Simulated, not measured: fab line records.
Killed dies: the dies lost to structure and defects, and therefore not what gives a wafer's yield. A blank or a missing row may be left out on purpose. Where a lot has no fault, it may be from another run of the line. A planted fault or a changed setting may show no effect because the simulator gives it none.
8D (eight disciplines) problem report, filled in by code ; flow gf180mcu ; the parts of the form that need people (team, actions taken, sign-off) are left out

== 1. PROBLEM STATEMENT ==
Mean of strip-time-to-endpoint-s at GF_M4_STRIP_17: 6.39 s across 3 wafers in 3 lots; on wafers with no fault it is 7.43 s (standard deviation 0.056). That is -19 standard deviations from the usual mean.
The step: strips in O2/N2.
Seen first at day 28 00:50 on plasma-asher-01, wafer L163.3. At this step, 31 wafers from 11 lots have a number in the record. The rule behind "out" and "out of limits": a value lying over 4 standard deviations away from the usual mean. The other wafers with a number count as sound.

== 2. WHAT IT IS, AND WHAT IT ISN'T ==
question;is;is not
which readings at this step;strip-time-to-endpoint-s, oes-product-au;drypump-motor-current-A, heater-power-w
which lots;L163, L167, L168;L150, L151, L154, L155, L158, L169, L171, L172
which wafers of those lots;L163.3, L167.2, L168.2;L163.6, L167.4, L168.1, L168.5
read on which tools;plasma-asher-01, plasma-asher-02;plasma-asher-03
when;from day 28 00:50;"up to then (16 sound wafers); but 12 sound wafers of L167, L168, L169, L171, L172 came after"

== 3. SUSPECTS, AND WHAT RULES EACH OUT ==
Counting: a tool at a process step up to the reading stays a suspect if it ran every lot that is out. Sound lots after the first of them don't rule it out here, since some wafers of a struck lot are sound.
- rie-metal-04 at GF_M4_METAL_ETCH_16 (etches the open film in Cl2/BCl3, stops on SiO2, target depth 750.8 nm, time 125.1 s): kept. Ran every lot that is out, first one L163 (day 28 00:43); last sound lot up to then L158 (day 26 14:09).
The count leaves rie-metal-04 at GF_M4_METAL_ETCH_16.

== 4. THE CAUSE (what the simulator had put in) ==
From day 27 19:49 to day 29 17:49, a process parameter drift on rie-metal-04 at GF_M4_METAL_ETCH_16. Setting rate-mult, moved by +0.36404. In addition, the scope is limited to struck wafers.
After counting, this tool was the only one left.

== 5. THE EFFECT CHAIN, in route order ==
Rows list readings where the struck wafers' mean (over those with a number) sits beyond 3 standard deviations from the usual. Only readings for which the record gives a usual standard deviation are gone through. hours: the time from each lot's start at the first step in this table that gives one to its start at this step, as a median over the lots. sigmas: the change in usual standard deviations.
hours;step;reading;usual;on struck wafers;change;sigmas
0;GF_M4_STRIP_17;oes-product-au;0.539 a.u.;0.492;-0.047;-9.5
0;GF_M4_STRIP_17;strip-time-to-endpoint-s;7.43 s;6.39;-1.04;-19
The process steps in it:
- GF_M4_STRIP_17: strips in O2/N2.

== 6. WHAT WOULD HAVE CAUGHT IT SOONER ==
5 hours passed between the start of the fault at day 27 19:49 and the first reading out of limits in this record, taken at day 28 00:50.
Of the tool readings at GF_M4_METAL_ETCH_16 for which the record gives a usual standard deviation, none was out on any struck wafer, so an alarm limit of 4 standard deviations on them would not have fired.
Among the 3 lots that are out, L167, L168 began GF_M4_METAL_ETCH_16 on rie-metal-04 after day 28 00:50. A hold on the tool at that time would have spared those 2.
